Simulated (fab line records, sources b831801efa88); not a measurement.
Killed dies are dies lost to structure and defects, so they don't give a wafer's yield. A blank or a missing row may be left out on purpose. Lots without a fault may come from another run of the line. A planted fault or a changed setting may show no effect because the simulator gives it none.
fab line records | flow gf180mcu
record lots=5 wafers=15 last_day=34
route steps=602 shown DNWELL@39 NWELL@42 LVPWELL@54 MVSD@66 MVPSD@78
lots that met no fault: from a run of the same line without faults
start_h: hours from the record's first day to the start of the lot's first wafer shown | wait_h: hours since the lot's step before | " the same as in the row above | L1.1+2: a row that stands for several wafers | - no value, or no start given | * or withheld: withheld | < > ~ a bound
route shown NAME@n: a module of which the file shows steps, and the number in the route of the first | usual: mean/standard deviation of fault-free wafers | same: alike in all rows | chamber/n: place in a boat | sites: the reading at each site | _std_site: their standard deviation | _edge_site: outer sites' mean less inner sites' | radius_mm: how far each site lies from the wafer's centre | mask NAME#n: copy n | behind: the tool/chamber that last shaped the wafer | hold: why the lot was held/for how many hours/how that ended | device: the transistor (n, p or np) that didn't switch | end of line: the same wafers' tests at the end of the route | a step without rows: its recipe alone | killed: dies lost to structure and defects at the first sort, not the wafer's yield | map: a wafer's dies, x killed, . not, _ none there
set.NAME: the setting as run; set.NAME@STEP: as run at that earlier step | model.NAME: the simulator's own value behind a step, which no gauge read
lots at some steps of the route; a table a step, a row a wafer
services: from which hour (start_h, from the record's first day; less than 0 if before it) a tool's chamber was out of use, for how many hours, and why
## steps
# step GF_DNWELL_IMPLANT_07
# recipe species=P energy_kev=1500 dose_cm2=1e+13 tilt_deg=0
# columns lot.wafer tool chamber start_h wait_h
L076.1+3+5 implanter-03 0 53.16 -
L083.2+4+6 implanter-02 0 92.74 -
L084.2+3+5 implanter-02 0 98.64 -
L091.2+3+6 implanter-03 0 133.12 -
L096.1+2+5 implanter-01 0 162.61 -
# step GF_DNWELL_STRIP_08
# recipe chemistry=O2/N2 power_w=1400 pressure_mtorr=1500 platen_temp_c=250 o2_flow_sccm=3000 n2_flow_sccm=300 overash_fraction=0.5
# usual drypump_motor_current_A=5.5/0.35 heater_power_w=321/27 oes_product_au=0.723/0.0041 strip_time_to_endpoint_s=36.82/0.097
# columns lot.wafer tool chamber start_h wait_h drypump_motor_current_A heater_power_w oes_product_au rf_hours_counter_h strip_time_to_endpoint_s
L076.1 plasma_asher-02 0 53.31 0.1 5.9 339 0.729 41 36.81
L076.3 " 0 " " 5.9 330 0.724 - 36.85
L076.5 " 0 " " 5.9 332 0.718 - 36.81
L083.2 plasma_asher-04 0 92.86 0.1 5.7 312 0.724 44 36.85
L083.4 " 1 " " 5.3 279 0.724 - 36.80
L083.6 " 0 " " 5.7 317 0.717 - 36.85
L084.2 plasma_asher-03 0 98.76 0.1 5.3 320 0.725 29 36.81
L084.3 " 1 " " 5.1 307 0.717 - 36.92
L084.5 " 1 " " 5.2 307 0.726 - 36.85
L091.2 plasma_asher-03 0 133.24 0.1 5.2 337 0.728 33 36.76
L091.3 " 1 " " 5.1 302 0.721 - 36.82
L091.6 " 0 " " 5.3 335 0.720 - 36.81
L096.1 plasma_asher-03 1 162.76 0.1 5.1 306 0.725 36 36.80
L096.2 " 0 " " 5.3 332 0.733 36 36.73
L096.5 " 1 " " 5.1 308 0.723 - 36.77
# step GF_DNWELL_TW_MEAS_09
# usual DNWELL_TW=1358/13
# columns lot.wafer tool chamber start_h wait_h DNWELL_TW
L076.1 film_metro-03 - 53.41 0.1 1380
L076.3 " - " " 1367
L076.5 " - " " 1376
L083.2 film_metro-03 - 92.97 0.1 1372
L083.4 " - " " 1369
L083.6 " - " " 1364
L084.2 film_metro-04 - 98.87 0.1 1340
L084.3 " - " " 1335
L084.5 " - " " 1343
L091.2 film_metro-03 - 133.35 0.1 1375
L091.3 " - " " 1383
L091.6 " - " " 1377
L096.1 film_metro-03 - 162.86 0.1 1379
L096.2 " - " " 1374
L096.5 " - " " 1374
# step GF_NWELL_DEHYDRATE_00
# recipe temp_c=200 time_s=60
# usual plate_temp_C=199.97/0.16
# same time_s=60
# columns lot.wafer tool chamber start_h wait_h plate_temp_C
L076.1 litho_track-02 0 59.21 5.8 200.05
L076.3 " 0 " " 200.16
L076.5 " 0 " " 200.11
L083.2 litho_track-04 0 99.17 6.2 199.99
L083.4 " 0 " " 200.07
L083.6 " 0 " " 199.97
L084.2 litho_track-02 0 105.54 6.7 199.99
L084.3 " 0 " " 199.96
L084.5 " 0 " " 199.75
L091.2 litho_track-02 0 140.49 7.1 200.07
L091.3 " 0 " " 200.22
L091.6 " 0 " " 199.96
L096.1 litho_track-02 0 170.01 7.1 199.97
L096.2 " 0 " " 199.86
L096.5 " 0 " " 199.78
# step GF_NWELL_HMDS_01
# recipe prime_time_s=60 prime_temp_c=120
# columns lot.wafer tool chamber start_h wait_h
L076.1+3+5 litho_track-02 0 59.36 0.1
L083.2+4+6 litho_track-04 0 99.32 0.1
L084.2+3+5 litho_track-02 0 105.69 0.1
L091.2+3+6 litho_track-02 0 140.64 0.1
L096.1+2+5 litho_track-02 0 170.16 0.1
# step GF_NWELL_COAT_02
# recipe spin_rpm=2000 resist_thk_nm=3000
# columns lot.wafer tool chamber start_h wait_h
L076.1+3+5 litho_track-02 0 59.51 0.1
L083.2+4+6 litho_track-04 0 99.47 0.1
L084.2+3+5 litho_track-02 0 105.84 0.1
L091.2+3+6 litho_track-02 0 140.79 0.1
L096.1+2+5 litho_track-02 0 170.31 0.1
# step GF_NWELL_SOFTBAKE_03
# recipe temp_c=110 time_s=withheld
# usual plate_temp_C=109.99/0.13
# columns lot.wafer tool chamber start_h wait_h plate_temp_C
L076.1 litho_track-02 0 59.66 0.1 109.95
L076.3 " 0 " " 109.92
L076.5 " 0 " " 110.04
L083.2 litho_track-04 0 99.62 0.1 109.77
L083.4 " 0 " " 110.05
L083.6 " 0 " " 109.91
L084.2 litho_track-02 0 106.00 0.1 110.08
L084.3 " 0 " " 110.09
L084.5 " 0 " " 110.04
L091.2 litho_track-02 0 140.95 0.1 110.09
L091.3 " 0 " " 109.73
L091.6 " 0 " " 109.96
L096.1 litho_track-02 0 170.46 0.1 110.07
L096.2 " 0 " " 110.09
L096.5 " 0 " " 109.99
# step GF_NWELL_EXPOSE_04
# recipe mask_id=Nwell target_cd_nm=860 na=0.6 source_shape=conventional sigma_outer=0.6 dose_mj=260
# columns lot.wafer tool chamber start_h wait_h mask
L076.1+3+5 iline_stepper-02 0 - - Nwell#0
L083.2+4+6 iline_stepper-01 0 - - Nwell#0
L084.2+3+5 iline_stepper-01 0 - - Nwell#0
L091.2+3+6 iline_stepper-02 0 - - Nwell#0
L096.1+2+5 iline_stepper-02 0 - - Nwell#0
# step GF_NWELL_PEB_05
# recipe temp_c=115 time_s=withheld
# usual plate_temp_C=115.00/0.14
# columns lot.wafer tool chamber start_h wait_h plate_temp_C
L076.1 litho_track-04 0 - - 114.95
L076.3 " 0 " " 115.12
L076.5 " 0 " " 115.23
L083.2 litho_track-02 0 - - 114.74
L083.4 " 0 " " 115.01
L083.6 " 0 " " 114.79
L084.2 litho_track-02 0 - - 114.83
L084.3 " 0 " " 114.92
L084.5 " 0 " " 114.80
L091.2 litho_track-04 0 - - 115.13
L091.3 " 0 " " 115.38
L091.6 " 0 " " 115.13
L096.1 litho_track-02 0 - - 114.89
L096.2 " 0 " " 114.81
L096.5 " 0 " " 114.88
# step GF_NWELL_DEVELOP_06
# recipe wall_angle_deg=90 develop_time_s=60 dev_temp_c=23
# columns lot.wafer tool chamber start_h wait_h
L076.1+3+5 litho_track-04 0 - -
L083.2+4+6 litho_track-02 0 - -
L084.2+3+5 litho_track-02 0 - -
L091.2+3+6 litho_track-04 0 - -
L096.1+2+5 litho_track-02 0 - -
# step GF_NWELL_OVL_MEAS_07
# usual NWELL_OVL=0.6/1.3
# columns lot.wafer tool chamber start_h wait_h NWELL_OVL[nm]
L076.1 overlay-01 - 66.49 - -0.3
L076.3 " - " " 2.8
L076.5 " - " " 2.6
L083.2 overlay-01 - 106.82 - 0.4
L083.4 " - " " 1.6
L083.6 " - " " 1.8
L084.2 overlay-02 - 113.12 - 1.4
L084.3 " - " " 1.0
L084.5 " - " " 0.2
L091.2 overlay-01 - 148.45 - 1.6
L091.3 " - " " -1.5
L091.6 " - " " 0.6
L096.1 overlay-01 - 178.96 - 2.0
L096.2 " - " " 2.1
L096.5 " - " " 3.1
# step GF_NWELL_IMPLANT_08
# recipe species=P energy_kev=450 dose_cm2=1.5e+13 tilt_deg=0
# columns lot.wafer tool chamber start_h wait_h
L076.1+3+5 implanter-03 0 66.53 0.0
L083.2+4+6 implanter-01 0 106.87 0.0
L084.2+3+5 implanter-03 0 113.17 0.0
L091.2+3+6 implanter-03 0 148.50 0.0
L096.1+2+5 implanter-04 0 179.00 0.0
# step GF_NWELL_IMPLANT_09
# recipe species=P energy_kev=160 dose_cm2=4e+12 tilt_deg=0
# columns lot.wafer tool chamber start_h wait_h
L076.1+3+5 implanter-03 0 66.68 0.1
L083.2+4+6 implanter-01 0 107.02 0.1
L084.2+3+5 implanter-03 0 113.32 0.1
L091.2+3+6 implanter-03 0 148.65 0.1
L096.1+2+5 implanter-04 0 179.15 0.1
# step GF_NWELL_STRIP_10
# recipe chemistry=O2/N2 power_w=1400 pressure_mtorr=1500 platen_temp_c=250 o2_flow_sccm=3000 n2_flow_sccm=300 overash_fraction=0.5
# usual drypump_motor_current_A=5.64/0.23 heater_power_w=328/36 oes_product_au=0.723/0.0048 strip_time_to_endpoint_s=36.93/0.11
# columns lot.wafer tool chamber start_h wait_h drypump_motor_current_A heater_power_w oes_product_au rf_hours_counter_h strip_time_to_endpoint_s
L076.1 plasma_asher-04 0 66.83 0.1 5.67 303 0.725 41 36.88
L076.3 " 1 " " 5.25 280 0.711 - 36.81
L076.5 " 1 " " 5.25 284 0.725 - 36.88
L083.2 plasma_asher-02 0 107.15 0.1 5.90 328 0.723 46 37.01
L083.4 " 0 " " 5.92 331 0.718 - 36.94
L083.6 " 1 " " 6.06 365 0.730 - 37.07
L084.2 plasma_asher-01 1 113.45 0.1 5.47 369 0.723 45 36.80
L084.3 " 1 " " 5.46 370 0.731 - 36.75
L084.5 " 0 " " 5.65 301 0.726 - 36.81
L091.2 plasma_asher-04 0 148.78 0.1 5.69 314 0.719 50 36.88
L091.3 " 0 " " 5.68 310 0.715 - 36.79
L091.6 " 1 " " 5.26 274 0.725 - 36.81
L096.1 plasma_asher-02 1 179.30 0.1 6.04 364 0.719 6 36.87
L096.2 " 0 " " 5.94 329 0.727 6 36.82
L096.5 " 0 " " 5.93 325 0.727 - 36.82
# step GF_NWELL_TW_MEAS_11
# usual NWELL_TW=1573/20
# columns lot.wafer tool chamber start_h wait_h NWELL_TW
L076.1 film_metro-03 - 66.93 0.1 1599
L076.3 " - " " 1599
L076.5 " - " " 1602
L083.2 film_metro-01 - 107.26 0.1 1569
L083.4 " - " " 1575
L083.6 " - " " 1578
L084.2 film_metro-01 - 113.56 0.1 1587
L084.3 " - " " 1583
L084.5 " - " " 1582
L091.2 film_metro-01 - 148.89 0.1 1565
L091.3 " - " " 1578
L091.6 " - " " 1578
L096.1 film_metro-01 - 179.40 0.1 1574
L096.2 " - " " 1579
L096.5 " - " " 1572
# step GF_LVPWELL_DEHYDRATE_00
# recipe temp_c=200 time_s=60
# usual plate_temp_C=200.01/0.14
# same time_s=60
# columns lot.wafer tool chamber start_h wait_h plate_temp_C
L076.1 litho_track-04 0 72.69 5.8 200.01
L076.3 " 0 " " 199.80
L076.5 " 0 " " 200.03
L083.2 litho_track-01 0 113.78 6.5 199.73
L083.4 " 0 " " 199.85
L083.6 " 0 " " 199.81
L084.2 litho_track-03 0 120.14 6.6 200.01
L084.3 " 0 " " 199.88
L084.5 " 0 " " 200.03
L091.2 litho_track-04 0 156.32 7.4 200.10
L091.3 " 0 " " 200.03
L091.6 " 0 " " 199.95
L096.1 litho_track-01 0 186.76 7.3 199.91
L096.2 " 0 " " 199.99
L096.5 " 0 " " 199.89
# step GF_LVPWELL_HMDS_01
# recipe prime_time_s=60 prime_temp_c=120
# columns lot.wafer tool chamber start_h wait_h
L076.1+3+5 litho_track-04 0 72.84 0.1
L083.2+4+6 litho_track-01 0 113.93 0.1
L084.2+3+5 litho_track-03 0 120.29 0.1
L091.2+3+6 litho_track-04 0 156.47 0.1
L096.1+2+5 litho_track-01 0 186.91 0.1
# step GF_LVPWELL_COAT_02
# recipe spin_rpm=2000 resist_thk_nm=3000
# columns lot.wafer tool chamber start_h wait_h
L076.1+3+5 litho_track-04 0 72.99 0.1
L083.2+4+6 litho_track-01 0 114.08 0.1
L084.2+3+5 litho_track-03 0 120.44 0.1
L091.2+3+6 litho_track-04 0 156.62 0.1
L096.1+2+5 litho_track-01 0 187.06 0.1
# step GF_LVPWELL_SOFTBAKE_03
# recipe temp_c=110 time_s=withheld
# usual plate_temp_C=110.01/0.14
# columns lot.wafer tool chamber start_h wait_h plate_temp_C
L076.1 litho_track-04 0 73.14 0.1 109.96
L076.3 " 0 " " 109.82
L076.5 " 0 " " 109.85
L083.2 litho_track-01 0 114.24 0.1 110.03
L083.4 " 0 " " 109.85
L083.6 " 0 " " 110.00
L084.2 litho_track-03 0 120.60 0.1 110.31
L084.3 " 0 " " 110.04
L084.5 " 0 " " 110.13
L091.2 litho_track-04 0 156.77 0.1 110.07
L091.3 " 0 " " 110.00
L091.6 " 0 " " 109.97
L096.1 litho_track-01 0 187.21 0.1 109.86
L096.2 " 0 " " 110.09
L096.5 " 0 " " 110.18
# step GF_LVPWELL_EXPOSE_04
# recipe mask_id=LVPWELL target_cd_nm=600 na=0.6 source_shape=conventional sigma_outer=0.6 dose_mj=260
# columns lot.wafer tool chamber start_h wait_h mask
L076.1+3+5 iline_stepper-01 0 - - LVPWELL#0
L083.2+4+6 iline_stepper-01 0 - - LVPWELL#0
L084.2+3+5 iline_stepper-01 0 - - LVPWELL#0
L091.2+3+6 iline_stepper-01 0 - - LVPWELL#0
L096.1+2+5 iline_stepper-02 0 - - LVPWELL#0
# step GF_LVPWELL_PEB_05
# recipe temp_c=115 time_s=withheld
# usual plate_temp_C=115.02/0.12
# columns lot.wafer tool chamber start_h wait_h plate_temp_C
L076.1 litho_track-03 0 - - 115.03
L076.3 " 0 " " 114.98
L076.5 " 0 " " 115.06
L083.2 litho_track-04 0 - - 115.11
L083.4 " 0 " " 115.12
L083.6 " 0 " " 115.03
L084.2 litho_track-04 0 - - 115.20
L084.3 " 0 " " 115.00
L084.5 " 0 " " 115.12
L091.2 litho_track-04 0 - - 115.02
L091.3 " 0 " " 115.12
L091.6 " 0 " " 114.89
L096.1 litho_track-03 0 - - 115.23
L096.2 " 0 " " 115.12
L096.5 " 0 " " 115.17
# step GF_LVPWELL_DEVELOP_06
# recipe wall_angle_deg=90 develop_time_s=60 dev_temp_c=23
# columns lot.wafer tool chamber start_h wait_h
L076.1+3+5 litho_track-03 0 - -
L083.2+4+6 litho_track-04 0 - -
L084.2+3+5 litho_track-04 0 - -
L091.2+3+6 litho_track-04 0 - -
L096.1+2+5 litho_track-03 0 - -
# step GF_LVPWELL_OVL_MEAS_07
# usual LVPWELL_OVL=0.2/1.1
# columns lot.wafer tool chamber start_h wait_h LVPWELL_OVL[nm]
L076.1 overlay-01 - 80.31 - 0.6
L076.3 " - " " 1.5
L076.5 " - " " 1.3
L083.2 overlay-02 - 122.20 - 0.7
L083.4 " - " " -0.2
L083.6 " - " " 0.5
L084.2 overlay-02 - 127.80 - 0.1
L084.3 " - " " 0.5
L084.5 " - " " -0.3
L091.2 overlay-02 - 164.50 - 1.0
L091.3 " - " " 0.6
L091.6 " - " " -0.4
L096.1 overlay-01 - 195.81 - 1.3
L096.2 " - " " -0.3
L096.5 " - " " -0.1
# step GF_LVPWELL_IMPLANT_08
# recipe species=B energy_kev=170 dose_cm2=1.5e+13 tilt_deg=0
# columns lot.wafer tool chamber start_h wait_h
L076.1+3+5 implanter-03 0 80.35 0.0
L083.2+4+6 implanter-02 0 122.25 0.0
L084.2+3+5 implanter-03 0 127.85 0.0
L091.2+3+6 implanter-03 0 164.55 0.0
L096.1+2+5 implanter-04 0 195.85 0.0
# step GF_LVPWELL_IMPLANT_09
# recipe species=B energy_kev=60 dose_cm2=5e+12 tilt_deg=0
# columns lot.wafer tool chamber start_h wait_h
L076.1+3+5 implanter-03 0 80.50 0.1
L083.2+4+6 implanter-02 0 122.40 0.1
L084.2+3+5 implanter-03 0 128.00 0.1
L091.2+3+6 implanter-03 0 164.70 0.1
L096.1+2+5 implanter-04 0 196.00 0.1
# step GF_LVPWELL_STRIP_10
# recipe chemistry=O2/N2 power_w=1400 pressure_mtorr=1500 platen_temp_c=250 o2_flow_sccm=3000 n2_flow_sccm=300 overash_fraction=0.5
# usual drypump_motor_current_A=5.34/0.21 heater_power_w=315/26 oes_product_au=0.722/0.0044 strip_time_to_endpoint_s=36.97/0.11
# columns lot.wafer tool chamber start_h wait_h drypump_motor_current_A heater_power_w oes_product_au rf_hours_counter_h strip_time_to_endpoint_s
L076.1 plasma_asher-04 1 80.65 0.1 5.28 282 0.716 43 37.05
L076.3 " 1 " " 5.26 276 0.726 - 37.01
L076.5 " 1 " " 5.26 278 0.725 - 36.97
L083.2 plasma_asher-03 0 122.53 0.1 5.26 342 0.720 32 36.87
L083.4 " 1 " " 5.12 309 0.725 - 36.87
L083.6 " 0 " " 5.27 333 0.718 - 36.82
L084.2 plasma_asher-04 1 128.13 0.1 5.27 274 0.718 48 36.91
L084.3 " 1 " " 5.26 282 0.719 - 36.77
L084.5 " 0 " " 5.68 313 0.728 - 36.87
L091.2 plasma_asher-01 1 164.83 0.1 5.48 371 0.722 51 37.02
L091.3 " 0 " " 5.63 287 0.726 - 36.98
L091.6 " 0 " " 5.64 296 0.721 - 36.88
L096.1 plasma_asher-01 1 196.15 0.1 5.47 378 0.716 54 37.09
L096.2 " 0 " " 5.64 293 0.721 54 37.09
L096.5 " 1 " " 5.48 380 0.716 - 37.02
# step GF_LVPWELL_TW_MEAS_11
# usual LVPWELL_TW=561/7.8
# columns lot.wafer tool chamber start_h wait_h LVPWELL_TW
L076.1 film_metro-03 - 80.75 0.1 569
L076.3 " - " " 569
L076.5 " - " " 572
L083.2 film_metro-01 - 122.64 0.1 558
L083.4 " - " " 560
L083.6 " - " " 556
L084.2 film_metro-03 - 128.24 0.1 566
L084.3 " - " " 569
L084.5 " - " " 568
L091.2 film_metro-01 - 165.04 0.2 557
L091.3 " - " " 558
L091.6 " - " " 556
L096.1 film_metro-03 - 196.25 0.1 565
L096.2 " - " " 566
L096.5 " - " " 568
# step GF_MVSD_DEHYDRATE_00
# recipe temp_c=200 time_s=60
# usual plate_temp_C=200.00/0.13
# same time_s=60
# columns lot.wafer tool chamber start_h wait_h plate_temp_C
L076.1 litho_track-02 0 86.61 5.9 200.05
L076.3 " 0 " " 200.06
L076.5 " 0 " " 199.96
L083.2 litho_track-02 0 129.14 6.5 199.98
L083.4 " 0 " " 199.96
L083.6 " 0 " " 200.00
L084.2 litho_track-02 0 135.24 7.0 200.04
L084.3 " 0 " " 200.16
L084.5 " 0 " " 200.01
L091.2 litho_track-03 0 172.44 7.4 200.11
L091.3 " 0 " " 200.08
L091.6 " 0 " " 199.92
L096.1 litho_track-03 0 203.76 7.5 200.13
L096.2 " 0 " " 199.98
L096.5 " 0 " " 200.07
# step GF_MVSD_HMDS_01
# recipe prime_time_s=60 prime_temp_c=120
# columns lot.wafer tool chamber start_h wait_h
L076.1+3+5 litho_track-02 0 86.76 0.1
L083.2+4+6 litho_track-02 0 129.29 0.1
L084.2+3+5 litho_track-02 0 135.39 0.1
L091.2+3+6 litho_track-03 0 172.59 0.1
L096.1+2+5 litho_track-03 0 203.91 0.1
# step GF_MVSD_COAT_02
# recipe spin_rpm=2000 resist_thk_nm=3000
# columns lot.wafer tool chamber start_h wait_h
L076.1+3+5 litho_track-02 0 86.91 0.1
L083.2+4+6 litho_track-02 0 129.44 0.1
L084.2+3+5 litho_track-02 0 135.54 0.1
L091.2+3+6 litho_track-03 0 172.74 0.1
L096.1+2+5 litho_track-03 0 204.06 0.1
# step GF_MVSD_SOFTBAKE_03
# recipe temp_c=110 time_s=withheld
# usual plate_temp_C=110.01/0.14
# columns lot.wafer tool chamber start_h wait_h plate_temp_C
L076.1 litho_track-02 0 87.06 0.1 109.96
L076.3 " 0 " " 109.93
L076.5 " 0 " " 109.92
L083.2 litho_track-02 0 129.60 0.1 110.15
L083.4 " 0 " " 110.10
L083.6 " 0 " " 110.17
L084.2 litho_track-02 0 135.70 0.1 110.11
L084.3 " 0 " " 110.16
L084.5 " 0 " " 109.97
L091.2 litho_track-03 0 172.89 0.1 110.11
L091.3 " 0 " " 110.00
L091.6 " 0 " " 110.01
L096.1 litho_track-03 0 204.21 0.1 110.12
L096.2 " 0 " " 109.99
L096.5 " 0 " " 110.20
# step GF_MVSD_EXPOSE_04
# recipe mask_id=MVSD target_cd_nm=1000 na=0.6 source_shape=conventional sigma_outer=0.6 dose_mj=260
# columns lot.wafer tool chamber start_h wait_h mask
L076.1+3+5 iline_stepper-02 0 - - MVSD#0
L083.2+4+6 iline_stepper-02 0 - - MVSD#0
L084.2+3+5 iline_stepper-01 0 - - MVSD#0
L091.2+3+6 iline_stepper-01 0 - - MVSD#0
L096.1+2+5 iline_stepper-01 0 - - MVSD#0
# step GF_MVSD_PEB_05
# recipe temp_c=115 time_s=withheld
# usual plate_temp_C=115.02/0.12
# columns lot.wafer tool chamber start_h wait_h plate_temp_C
L076.1 litho_track-02 0 - - 115.19
L076.3 " 0 " " 115.05
L076.5 " 0 " " 114.98
L083.2 litho_track-01 0 - - 115.24
L083.4 " 0 " " 115.19
L083.6 " 0 " " 115.16
L084.2 litho_track-03 0 - - 115.08
L084.3 " 0 " " 115.05
L084.5 " 0 " " 115.05
L091.2 litho_track-01 0 - - 115.18
L091.3 " 0 " " 114.94
L091.6 " 0 " " 114.90
L096.1 litho_track-01 0 - - 115.12
L096.2 " 0 " " 115.11
L096.5 " 0 " " 114.83
# step GF_MVSD_DEVELOP_06
# recipe wall_angle_deg=90 develop_time_s=60 dev_temp_c=23
# columns lot.wafer tool chamber start_h wait_h
L076.1+3+5 litho_track-02 0 - -
L083.2+4+6 litho_track-01 0 - -
L084.2+3+5 litho_track-03 0 - -
L091.2+3+6 litho_track-01 0 - -
L096.1+2+5 litho_track-01 0 - -
# step GF_MVSD_OVL_MEAS_07
# usual MVSD_OVL=0.4/1.4
# columns lot.wafer tool chamber start_h wait_h MVSD_OVL[nm]
L076.1 overlay-02 - 94.16 - 1.3
L076.3 " - " " 1.7
L076.5 " - " " 0.0
L083.2 overlay-02 - 136.96 - 1.1
L083.4 " - " " -0.4
L083.6 " - " " 0.9
L084.2 overlay-01 - 144.02 - 0.5
L084.3 " - " " 1.1
L084.5 " - " " 0.0
L091.2 overlay-01 - 180.71 - 1.3
L091.3 " - " " 0.5
L091.6 " - " " 1.5
L096.1 overlay-02 - 213.51 - 0.3
L096.2 " - " " 0.0
L096.5 " - " " 3.3
# step GF_MVSD_IMPLANT_08
# recipe species=P energy_kev=400 dose_cm2=1.6e+13 tilt_deg=0
# columns lot.wafer tool chamber start_h wait_h
L076.1+3+5 implanter-02 0 94.20 0.0
L083.2+4+6 implanter-01 0 137.02 0.0
L084.2+3+5 implanter-02 0 144.07 0.0
L091.2+3+6 implanter-02 0 180.77 0.0
L096.1+2+5 implanter-04 0 213.54 0.0
# step GF_MVSD_IMPLANT_09
# recipe species=P energy_kev=100 dose_cm2=5e+12 tilt_deg=0
# columns lot.wafer tool chamber start_h wait_h
L076.1+3+5 implanter-02 0 94.35 0.1
L083.2+4+6 implanter-01 0 137.17 0.1
L084.2+3+5 implanter-02 0 144.22 0.1
L091.2+3+6 implanter-02 0 180.92 0.1
L096.1+2+5 implanter-04 0 213.69 0.1
# step GF_MVSD_STRIP_10
# recipe chemistry=O2/N2 power_w=1400 pressure_mtorr=1500 platen_temp_c=250 o2_flow_sccm=2862 n2_flow_sccm=300 overash_fraction=0.5
# usual drypump_motor_current_A=5.52/0.3 heater_power_w=332/30 oes_product_au=0.721/0.0047 strip_time_to_endpoint_s=37.01/0.13
# columns lot.wafer tool chamber start_h wait_h drypump_motor_current_A heater_power_w oes_product_au rf_hours_counter_h strip_time_to_endpoint_s
L076.1 plasma_asher-03 1 94.50 0.1 5.11 304 0.720 29 36.91
L076.3 " 1 " " 5.11 315 0.714 - 36.93
L076.5 " 1 " " 5.12 303 0.718 - 36.84
L083.2 plasma_asher-02 0 137.29 0.1 5.94 334 0.723 2 36.85
L083.4 " 0 " " 5.93 322 0.728 - 36.94
L083.6 " 0 " " 5.93 327 0.713 - 36.95
L084.2 plasma_asher-02 1 144.35 0.1 6.01 364 0.728 3 37.14
L084.3 " 1 " " 5.97 369 0.734 - 37.04
L084.5 " 0 " " 5.92 323 0.720 - 36.99
L091.2 plasma_asher-03 0 181.04 0.1 5.24 333 0.714 38 37.04
L091.3 " 1 " " 5.11 305 0.719 - 37.08
L091.6 " 0 " " 5.25 333 0.725 - 37.07
L096.1 plasma_asher-01 1 213.84 0.1 5.46 379 0.733 56 36.99
L096.2 " 0 " " 5.61 300 0.720 56 36.97
L096.5 " 0 " " 5.62 300 0.726 - 37.20
# step GF_MVSD_TW_MEAS_11
# usual MVSD_TW=1578/22
# columns lot.wafer tool chamber start_h wait_h MVSD_TW
L076.1 film_metro-02 - 94.60 0.1 1541
L076.3 " - " " 1550
L076.5 " - " " 1547
L083.2 film_metro-03 - 137.40 0.1 1603
L083.4 " - " " 1602
L083.6 " - " " 1599
L084.2 film_metro-03 - 144.46 0.1 1603
L084.3 " - " " 1607
L084.5 " - " " 1620
L091.2 film_metro-01 - 181.15 0.1 1581
L091.3 " - " " 1578
L091.6 " - " " 1580
L096.1 film_metro-01 - 213.94 0.1 1574
L096.2 " - " " 1576
L096.5 " - " " 1570
# step GF_MVPSD_DEHYDRATE_00
# recipe temp_c=200 time_s=60
# usual plate_temp_C=200.01/0.17
# same time_s=60
# columns lot.wafer tool chamber start_h wait_h plate_temp_C
L076.1 litho_track-03 0 100.91 6.3 200.31
L076.3 " 0 " " 199.98
L076.5 " 0 " " 200.06
L083.2 litho_track-03 0 144.74 7.3 199.85
L083.4 " 0 " " 199.91
L083.6 " 0 " " 199.89
L084.2 litho_track-02 0 150.79 6.3 199.97
L084.3 " 0 " " 200.03
L084.5 " 0 " " 200.08
L091.2 litho_track-02 0 188.69 7.5 200.01
L091.3 " 0 " " 199.83
L091.6 " 0 " " 200.04
L096.1 litho_track-04 0 221.84 7.9 200.29
L096.2 " 0 " " 200.08
L096.5 " 0 " " 200.07
# step GF_MVPSD_HMDS_01
# recipe prime_time_s=60 prime_temp_c=120
# columns lot.wafer tool chamber start_h wait_h
L076.1+3+5 litho_track-03 0 101.06 0.1
L083.2+4+6 litho_track-03 0 144.89 0.1
L084.2+3+5 litho_track-02 0 150.94 0.1
L091.2+3+6 litho_track-02 0 188.84 0.1
L096.1+2+5 litho_track-04 0 221.99 0.1
# step GF_MVPSD_COAT_02
# recipe spin_rpm=2000 resist_thk_nm=3000
# columns lot.wafer tool chamber start_h wait_h
L076.1+3+5 litho_track-03 0 101.21 0.1
L083.2+4+6 litho_track-03 0 145.04 0.1
L084.2+3+5 litho_track-02 0 151.09 0.1
L091.2+3+6 litho_track-02 0 188.99 0.1
L096.1+2+5 litho_track-04 0 222.14 0.1
# step GF_MVPSD_SOFTBAKE_03
# recipe temp_c=110 time_s=withheld
# usual plate_temp_C=110.00/0.12
# columns lot.wafer tool chamber start_h wait_h plate_temp_C
L076.1 litho_track-03 0 101.36 0.1 110.20
L076.3 " 0 " " 110.13
L076.5 " 0 " " 109.91
L083.2 litho_track-03 0 145.19 0.1 109.85
L083.4 " 0 " " 109.85
L083.6 " 0 " " 109.98
L084.2 litho_track-02 0 151.25 0.1 109.99
L084.3 " 0 " " 109.98
L084.5 " 0 " " 109.69
L091.2 litho_track-02 0 189.15 0.1 109.93
L091.3 " 0 " " 109.93
L091.6 " 0 " " 110.20
L096.1 litho_track-04 0 222.29 0.1 109.90
L096.2 " 0 " " 109.90
L096.5 " 0 " " 110.16
# step GF_MVPSD_EXPOSE_04
# recipe mask_id=MVPSD target_cd_nm=1000 na=0.6 source_shape=conventional sigma_outer=0.6 dose_mj=260
# columns lot.wafer tool chamber start_h wait_h mask
L076.1+3+5 iline_stepper-02 0 - - MVPSD#0
L083.2+4+6 iline_stepper-02 0 - - MVPSD#0
L084.2+3+5 iline_stepper-01 0 - - MVPSD#0
L091.2+3+6 iline_stepper-02 0 - - MVPSD#0
L096.1+2+5 iline_stepper-01 0 - - MVPSD#0
## services
# columns tool chamber start_h hours kind
implanter-01 - 39.96 3.6 pm
iline_stepper-01 - 52.30 1.7 pm
implanter-02 - 72.16 11.8 pm
iline_stepper-02 - 72.90 11.8 repair
iline_stepper-02 0 81.65 - calibration
implanter-04 - 84.43 2.4 repair
iline_stepper-01 - 84.67 2.1 pm
iline_stepper-01 - 86.75 - consumable_replace:lamp
plasma_asher-02 - 91.97 2.8 pm
plasma_asher-01 - 99.22 2.8 pm
implanter-04 - 102.38 13.0 repair
implanter-02 - 103.54 0.9 repair
plasma_asher-02 - 108.78 9.0 pm
plasma_asher-02 0 108.78 9.0 vent_cycle
plasma_asher-02 1 108.78 9.0 vent_cycle
iline_stepper-01 0 111.33 - calibration
plasma_asher-02 0 117.78 - clean
implanter-04 - 141.45 3.5 repair
plasma_asher-03 - 158.61 0.8 repair
implanter-03 - 160.76 2.1 repair
implanter-04 - 182.70 4.3 pm
implanter-02 - 186.13 2.3 repair
iline_stepper-02 - 201.12 1.7 pm
implanter-01 - 212.99 0.7 repair
## key
fault none
